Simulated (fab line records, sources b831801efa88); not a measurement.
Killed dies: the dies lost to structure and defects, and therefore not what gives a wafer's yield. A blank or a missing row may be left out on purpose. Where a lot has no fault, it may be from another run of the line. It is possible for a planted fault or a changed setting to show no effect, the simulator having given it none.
A struck lot beside a sound one ; flow sky130 ; 43 steps out of a route of 708
Sound: these wafers, L309.1, L309.4, L309.5. The struck wafers were L329.2, L329.4, L329.5. The cause is given at the end.
Each step with rows lists, per side, the tool, then ch with its chambers, then its first start. Under that, the readings that differ: sound wafers ; struck wafers ; difference of the means ; sigmas: that difference in standard deviations of wafers without a fault.
alike: readings with means less than 2 such deviations apart, plus words and numbers identical on both sides. not compared: withheld readings, readings lacking a value on some wafer, bounds such as >300 that could conceal the same value, and numbers that have no deviation in the record and whose values overlap.
The two part at a step that has a row with sigmas, a row that says differs or no value, or rows on one side only. Non-overlapping numbers with no deviation appear without sigmas and do not part them. Lack of a reading on every wafer of one side parts them only where that side has two or more wafers.

first, 5 steps without rows for these wafers: SKY_LDD_LDN_COAT_02 (resist thk 1140 nm); SKY_LDD_LDN_SOFTBAKE_03 (time 60 s); SKY_LDD_LDN_EXPOSE_04 (exposes mask LDNTM, target cd 700 nm); SKY_LDD_LDN_PEB_05; SKY_LDD_LDN_DEVELOP_06 (develop time 60 s).
SKY_LDD_LDN_OVL_MEAS_07:
  struck on overlay-01, day 30 06:58; sound on overlay-01, day 23 00:28
  alike: LDD_LDN_OVL
then, 4 steps without rows for these wafers: SKY_LDD_LDN_IMPLANT_08; SKY_LDD_LDN_IMPLANT_09; SKY_LDD_LDN_IMPLANT_10; SKY_LDD_LDN_IMPLANT_11.
SKY_LDD_LDN_STRIP_12: strips in O2/N2.
  sound on plasma asher-03 ch 0,1, day 23 01:06; struck on plasma asher-02 ch 0,1, day 30 07:35
  alike: drypump motor current A, oes product au, strip time to endpoint s
  not compared: rf hours counter h
SKY_LDD_LDN_TW_MEAS_13:
  struck on film metro-01, day 30 07:42; sound on film metro-01, day 23 01:12
  alike: LDD_LDN_TW
SKY_LDD_LDN_CLEAN_14: cleans in SC1/SC2, time 150 s.
  sound on wet bench-03 ch 3, day 23 01:16; struck on wet bench-01 ch 3, day 30 07:45
then, 1 step without rows for these wafers: SKY_SPACER_CVD_00 (deposits Si3N4 from DCS/NH3, target thk 43.1 nm, time 740 s).
SKY_SPACER_THK_MEAS_01:
  struck on film metro-02, day 30 09:01; sound on film metro-02, day 23 03:07
  alike: SPACER_CVD_00_THK
then, 9 steps without rows for these wafers: SKY_SPACER_ETCHBACK_02 (etches Si3N4 in CH3F/O2, stops on SiO2, time 46.7 s, target depth 45 nm); SKY_POLY_CUT_DEHYDRATE_00 (time 60 s); SKY_POLY_CUT_HMDS_01 (prime time 60 s); SKY_POLY_CUT_COAT_02 (resist thk 60 nm); SKY_POLY_CUT_COAT_03 (resist thk 450 nm); SKY_POLY_CUT_SOFTBAKE_04 (time 90 s); SKY_POLY_CUT_EXPOSE_05 (exposes mask NPCM, target cd 270 nm); SKY_POLY_CUT_PEB_06; SKY_POLY_CUT_DEVELOP_07 (develop time 60 s).
SKY_POLY_CUT_CD_MEAS_08: target cd 270 nm.
  struck on cd sem-02, day 31 12:32; sound on cd sem-02, day 24 09:32
  alike: cd nm
SKY_POLY_CUT_OVL_MEAS_09:
  struck on overlay-02, day 31 12:38; sound on overlay-01, day 24 09:40
  alike: POLY_CUT_OVL
SKY_POLY_CUT_ETCH_10: etches BARC in N2/H2, stops on SiO2, time 45.9 s, target depth 60 nm.
  sound on rie diel-01 ch 0,2,3, day 24 09:41; struck on rie diel-01 ch 0,1,2, day 31 12:40
  alike: drypump motor current A, h2 flow sccm, oes product au, rf fwd power W, throttle valve pct
  not compared: rf hours counter h
SKY_POLY_CUT_ETCH_11: etches Si3N4 in CF4/CH2F2/Ar, stops on poly-Si, time 42.5 s, target depth 60 nm.
  sound on rie diel-01 ch 0,2,3, day 24 09:44; struck on rie diel-01 ch 0,1,2, day 31 12:43
  alike: drypump motor current A, oes product au, rf fwd power W, throttle valve pct
  not compared: rf hours counter h
SKY_POLY_CUT_STRIP_12: strips in O2/N2.
  sound on plasma asher-03 ch 0,1, day 24 09:47; struck on plasma asher-03 ch 0,1, day 31 12:45
  alike: drypump motor current A, oes product au, strip time to endpoint s
  not compared: rf hours counter h
then, 7 steps without rows for these wafers: SKY_SD_P_DEHYDRATE_00 (time 60 s); SKY_SD_P_HMDS_01 (prime time 60 s); SKY_SD_P_COAT_02 (resist thk 1140 nm); SKY_SD_P_SOFTBAKE_03 (time 60 s); SKY_SD_P_EXPOSE_04 (exposes mask PSDM, target cd 380 nm); SKY_SD_P_PEB_05; SKY_SD_P_DEVELOP_06 (develop time 60 s).
SKY_SD_P_CD_MEAS_07: target cd 380 nm.
  struck on cd sem-02, day 32 15:39; sound on cd sem-01, day 25 14:29
  alike: cd nm
SKY_SD_P_OVL_MEAS_08:
  struck on overlay-01, day 32 15:45; sound on overlay-01, day 25 14:37
  alike: SD_P_OVL
after that, 1 step had no rows for these wafers: SKY_SD_P_IMPLANT_09.
SKY_SD_P_STRIP_10: strips in O2/N2.
  sound on plasma asher-04 ch 0, day 25 14:47; struck on plasma asher-04 ch 0,1, day 32 15:56
  alike: drypump motor current A, oes product au, strip time to endpoint s
  not compared: rf hours counter h
SKY_SD_P_TW_MEAS_11:
  struck on film metro-04, day 32 16:02; sound on film metro-02, day 25 14:53
  alike: SD_P_TW
then, 1 step without rows for these wafers: SKY_RES_XHIGH_DEHYDRATE_00 (time 60 s).
-- here the record skips 18 days between the struck wafers' starts before and after, leaving off in module RES_XHIGH and picking up in module PAD_OPEN (first step shown: number 708 of the route) --
SKY_PAD_OPEN_PROBE_99:
  struck on prober-02, day 50 19:18; sound on prober-01, day 45 22:28
reading;sound;struck;difference;sigmas
hold;- - -;await dispo/3.0h/release await dispo/3.0h/release await dispo/3.0h/release;no value on the sound wafers;
killed at front end;20 21 17;48 45 48;+28;+6
killed dies;91 99 81;120 113 115;+26;+3
  alike: killed_at_M0_to_M3, killed_at_M4_up, killed at contacts, killed at other, killed open, killed short

## WHERE THEY PART
SKY_PAD_OPEN_PROBE_99 only, going by this record.

WHY: what had been put in by the simulator
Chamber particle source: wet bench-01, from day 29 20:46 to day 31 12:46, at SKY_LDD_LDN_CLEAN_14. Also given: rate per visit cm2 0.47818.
